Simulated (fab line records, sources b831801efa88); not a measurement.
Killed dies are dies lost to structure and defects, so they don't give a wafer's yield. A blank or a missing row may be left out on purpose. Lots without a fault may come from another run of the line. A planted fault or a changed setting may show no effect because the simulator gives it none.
Which tool did it? | flow gf180mcu | 12 lots, 36 wafers sampled, at 5 steps of a route of 602

WHAT THE GAUGES READ, wafer by wafer
GF_SAB_OVL_MEAS_10. Usual: SAB_OVL -1.0 nm, standard deviation 1.4.
lot  | measured     | on         | SAB_OVL (nm)   | flag
L591 | day 15 06:52 | overlay-01 | -1.4 -1.8 -1.4 |
L592 | day 15 16:28 | overlay-02 | -1.3 -0.9 -3.2 |
L593 | day 15 17:43 | overlay-01 | -2.0 -1.5 -1.0 |
L595 | day 16 13:52 | overlay-02 | 0.9 1.7 1.8    |
L598 | day 17 15:31 | overlay-02 | -1.6 -1.8 -1.2 |
L599 | day 18 04:01 | overlay-01 | -0.6 0.2 -0.1  |
L602 | day 18 23:27 | overlay-02 | -1.6 -0.2 -0.6 |
L603 | day 19 12:58 | overlay-02 | -1.0 -1.7 -1.7 |
L607 | day 21 00:06 | overlay-02 | -2.3 -3.0 -4.0 |
L608 | day 21 03:49 | overlay-01 | 1.0 1.3 -0.6   |
L609 | day 21 09:58 | overlay-01 | -0.2 -0.9 -0.6 |
L614 | day 23 03:37 | overlay-02 | -1.2 -1.4 -1.6 |

GF_M1_RS_MEAS_05: measures by four-point-probe. Usual: M1_ALCU_RS 0.0694 ohm/sq, standard deviation 0.0007.
lot  | measured     | on            | M1_ALCU_RS (ohm/sq)  | flag
L591 | day 16 08:04 | film_metro-03 | 0.0698 0.0696 0.0699 |
L592 | day 16 17:47 | film_metro-01 | 0.0689 0.0690 0.0693 |
L593 | day 16 19:18 | film_metro-04 | 0.0699 0.0701 0.0701 |
L595 | day 17 14:59 | film_metro-03 | 0.0695 0.0694 0.0692 |
L598 | day 18 18:05 | film_metro-04 | 0.0689 0.0692 0.0689 |
L599 | day 19 07:07 | film_metro-04 | 0.0690 0.0689 0.0695 |
L602 | day 20 02:29 | film_metro-01 | 0.0689 0.0692 0.0699 |
L603 | day 20 15:50 | film_metro-03 | 0.0662 0.0693 0.0693 |
L607 | day 22 02:49 | film_metro-03 | 0.0689 0.0697 0.0694 |
L608 | day 22 06:58 | film_metro-01 | 0.0692 0.0702 0.0698 |
L609 | day 22 12:07 | film_metro-04 | 0.0694 0.0690 0.0689 |
L614 | day 24 04:23 | film_metro-04 | 0.0690 0.0687 0.0680 |

GF_M1_OVL_MEAS_15. Usual: M1_OVL 4 nm, standard deviation 6.3.
lot  | measured     | on         | M1_OVL (nm) | flag
L591 | day 17 04:58 | overlay-01 | 15 17 6     |
L592 | day 17 16:13 | overlay-01 | -5 -4 -1    |
L593 | day 17 17:27 | overlay-02 | 4 2 6       |
L595 | day 18 14:31 | overlay-02 | -4 1 1      |
L598 | day 19 17:33 | overlay-02 | -1 1 4      |
L599 | day 20 06:48 | overlay-02 | 7 3 4       |
L602 | day 21 02:09 | overlay-02 | 5 -1 0      |
L603 | day 21 15:49 | overlay-01 | 10 7 11     |
L607 | day 23 02:07 | overlay-01 | 6 3 2       |
L608 | day 23 05:37 | overlay-02 | 3 0 1       |
L609 | day 23 10:20 | overlay-01 | 6 11 7      |
L614 | day 25 02:05 | overlay-01 | 11 9 6      |

WHICH TOOL RAN EACH LOT (tool, then ch and the chambers of the sampled wafers, then the start)
lot  | GF_CONTACT_ETCH_16                 | GF_M1_SPUTTER_02
L591 | rie_diel-01 ch 0,1,2, day 16 06:41 | pvd_sputter-04, day 16 07:58
L592 | rie_diel-01 ch 0,2,3, day 16 16:23 | pvd_sputter-01, day 16 17:40
L593 | rie_diel-01 ch 0,2,3, day 16 17:26 | pvd_sputter-04, day 16 19:10
L595 | rie_diel-04 ch 0,3, day 17 13:35   | pvd_sputter-04, day 17 14:52
L598 | rie_diel-02 ch 1,3, day 18 16:41   | pvd_sputter-04, day 18 17:58
L599 | rie_diel-02 ch 1,3, day 19 05:44   | pvd_sputter-03, day 19 07:01
L602 | rie_diel-04 ch 0,2,3, day 20 01:07 | pvd_sputter-01, day 20 02:23
L603 | rie_diel-02 ch 1,2,3, day 20 14:26 | pvd_sputter-04, day 20 15:43
L607 | rie_diel-02 ch 0,1,2, day 22 01:26 | pvd_sputter-01, day 22 02:43
L608 | rie_diel-04 ch 1,2, day 22 05:32   | pvd_sputter-01, day 22 06:49
L609 | rie_diel-02 ch 0,2, day 22 10:44   | pvd_sputter-01, day 22 12:02
L614 | rie_diel-01 ch 0,1,2, day 24 02:59 | pvd_sputter-04, day 24 04:16
- GF_CONTACT_ETCH_16: etches BARC in N2/H2.
- GF_M1_SPUTTER_02: material AlCu, target thk 450 nm, time 23.9 s.

WHAT THE TOOLS THEMSELVES READ (means of the sampled wafers that have a number; where no wafer has one, the mark that the record gives instead)
GF_CONTACT_ETCH_16. Usual: drypump_motor_current_A 5.7 A, standard deviation 0.43; oes_product_au 0.855 a.u., standard deviation 0.0051; throttle_valve_pct 13.225 %, standard deviation 0.0088.
lot  | tool        | drypump_motor_current_A (A) | oes_product_au (a.u.) | throttle_valve_pct (%) | flag
L591 | rie_diel-01 | 5.5                         | 0.855                 | 13.226                 |
L592 | rie_diel-01 | 5.6                         | 0.851                 | 13.222                 |
L593 | rie_diel-01 | 5.7                         | 0.851                 | 13.229                 |
L595 | rie_diel-04 | 6.0                         | 0.857                 | 13.220                 |
L598 | rie_diel-02 | 5.2                         | 0.853                 | 13.219                 |
L599 | rie_diel-02 | 5.1                         | 0.853                 | 13.221                 |
L602 | rie_diel-04 | 6.2                         | 0.856                 | 13.226                 |
L603 | rie_diel-02 | 5.4                         | 0.852                 | 13.224                 |
L607 | rie_diel-02 | 5.7                         | 0.855                 | 13.225                 |
L608 | rie_diel-04 | 5.7                         | 0.853                 | 13.230                 |
L609 | rie_diel-02 | 5.9                         | 0.859                 | 13.224                 |
L614 | rie_diel-01 | 5.5                         | 0.856                 | 13.215                 |

GF_M1_SPUTTER_02. Usual: chamber_pressure_pa 0.4000 Pa, standard deviation 0.0008; throttle_valve_pct 30.3 %, standard deviation 1.
lot  | tool           | chamber_pressure_pa (Pa) | throttle_valve_pct (%) | flag
L591 | pvd_sputter-04 | 0.4001                   | 30.8                   |
L592 | pvd_sputter-01 | 0.3999                   | 29.0                   |
L593 | pvd_sputter-04 | 0.3999                   | 30.4                   |
L595 | pvd_sputter-04 | 0.4002                   | 30.4                   |
L598 | pvd_sputter-04 | 0.4000                   | 30.8                   |
L599 | pvd_sputter-03 | 0.4007                   | 29.5                   |
L602 | pvd_sputter-01 | 0.3996                   | 29.7                   |
L603 | pvd_sputter-04 | 0.3783                   | 31.7                   | OFF
L607 | pvd_sputter-01 | 0.3988                   | 29.4                   |
L608 | pvd_sputter-01 | 0.3997                   | 30.1                   |
L609 | pvd_sputter-01 | 0.3993                   | 29.8                   |
L614 | pvd_sputter-04 | 0.3998                   | 31.0                   |

THE ANSWER, worked out from the rows above alone
Rule: a lot is off if the mean of its wafers that have a number lies more than 3 standard deviations from the usual mean. A lot without any number at a reading at which 4 lots or more have one is off too. The other lots that the step has rows for count as sound. The gauges are gone through in route order, then the tools' own readings, and for those a lot's mean is taken as printed above. The first step at which some lot is off is used, and at that step the reading that is off furthest; a lot without a number counts as furthest.
Off: L603, at GF_M1_SPUTTER_02 (chamber_pressure_pa).
A tool fits if, at that step or a process step before it, it ran every lot that is off, and no sound lot after the first of them. None of those tried fits.

WHAT THE SIMULATOR HAD PUT IN
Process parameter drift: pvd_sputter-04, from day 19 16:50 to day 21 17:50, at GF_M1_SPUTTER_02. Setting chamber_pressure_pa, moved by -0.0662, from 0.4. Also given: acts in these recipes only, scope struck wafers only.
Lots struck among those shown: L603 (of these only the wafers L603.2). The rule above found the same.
